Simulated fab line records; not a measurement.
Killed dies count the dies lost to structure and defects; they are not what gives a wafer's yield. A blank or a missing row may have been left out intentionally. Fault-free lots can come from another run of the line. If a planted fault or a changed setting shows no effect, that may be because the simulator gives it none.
Chamber matching | flow sky130 | 4 sister chambers for SKY_VIA3_ETCH_14 on rie_diel-02
The step etches BARC in N2/H2, stops on SiO2, time 45.9 s, target depth 60 nm. 20 wafers are shown with their chamber, then 10 later ones without.

== EACH WAFER AND ITS CHAMBER ==
wafer  | chamber | drypump_motor_current_A (A) | h2_flow_sccm (sccm) | oes_product_au (a.u.)
L075.3 | 1       | 6.3                         | 199.8               | 0.857
L075.5 | 3       | 5.9                         | 200.4               | 0.852
L075.6 | 0       | 5.8                         | 200.3               | 0.853
L078.1 | 1       | 6.3                         | 200.4               | 0.845
L078.2 | 0       | 5.7                         | 199.4               | 0.857
L078.3 | 3       | 5.9                         | 200.3               | 0.855
L078.4 | 2       | 6.0                         | 200.2               | 0.863
L078.5 | 1       | 6.3                         | 200.6               | 0.862
L078.6 | 0       | 5.7                         | 200.3               | 0.845
L081.2 | 1       | 6.3                         | 200.0               | 0.859
L081.3 | 3       | 5.9                         | 199.8               | 0.855
L081.6 | 2       | 6.0                         | 199.9               | 0.848
L083.2 | 2       | 6.0                         | 199.2               | 0.852
L083.3 | 3       | 5.9                         | 199.6               | 0.856
L083.4 | 1       | 6.3                         | 199.2               | 0.860
L084.1 | 2       | 6.0                         | 199.9               | 0.860
L084.4 | 0       | 5.7                         | 199.7               | 0.863
L084.5 | 2       | 6.0                         | 199.4               | 0.868
L088.2 | 3       | 5.9                         | 200.0               | 0.854
L088.3 | 1       | 6.3                         | 199.8               | 0.849

SIGNATURES (means of the wafers above)
reading                 | chamber 0 | chamber 1 | chamber 2 | chamber 3 | scatter within a chamber
drypump_motor_current_A | 5.725     | 6.300     | 6.000     | 5.900     | 0.0217
h2_flow_sccm            | 199.925   | 199.967   | 199.720   | 200.020   | 0.43
oes_product_au          | 0.85450   | 0.85533   | 0.85820   | 0.85440   | 0.00649
Rule: for a wafer and a chamber, the distance is found by dividing, reading by reading, the gap between the wafer's reading and the chamber's mean by the reading's scatter, squaring, summing and taking the root. The wafer belongs to the nearest chamber; if the next one is less than 2 further off, it can't be placed. The scatter is the square root of a quotient: the sum, over the shown wafers, of each reading's squared deviation from its chamber's mean, divided by wafers minus chambers.

== WAFERS WITH NO CHAMBER GIVEN ==
wafer  | drypump_motor_current_A (A) | h2_flow_sccm (sccm) | oes_product_au (a.u.)
L088.5 | 5.9                         | 200.7               | 0.859
L089.2 | 5.9                         | 200.1               | 0.859
L089.4 | 6.0                         | 199.6               | 0.855
L089.6 | 6.0                         | 200.0               | 0.857
L091.2 | 6.0                         | 199.1               | 0.859
L091.4 | 5.7                         | 200.0               | 0.855
L091.6 | 5.9                         | 200.2               | 0.855
L092.2 | 6.3                         | 199.8               | 0.855
L092.4 | 5.8                         | 200.2               | 0.852
L092.6 | 6.3                         | 199.5               | 0.847

== CHAMBER TAKEN BY EACH ==
wafer  | from the rows above     | in truth
L088.5 | 3                       | 3
L089.2 | 3                       | 3
L089.4 | 2                       | 2
L089.6 | 2                       | 2
L091.2 | 2                       | 2
L091.4 | 0                       | 0
L091.6 | 3                       | 3
L092.2 | 1                       | 1
L092.4 | can't be placed: 0 or 3 | 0
L092.6 | 1                       | 1
9 of 10 placed correctly. These rows do not allow placing 1 (true chamber among the candidates in 1). Wrongly placed: 0.
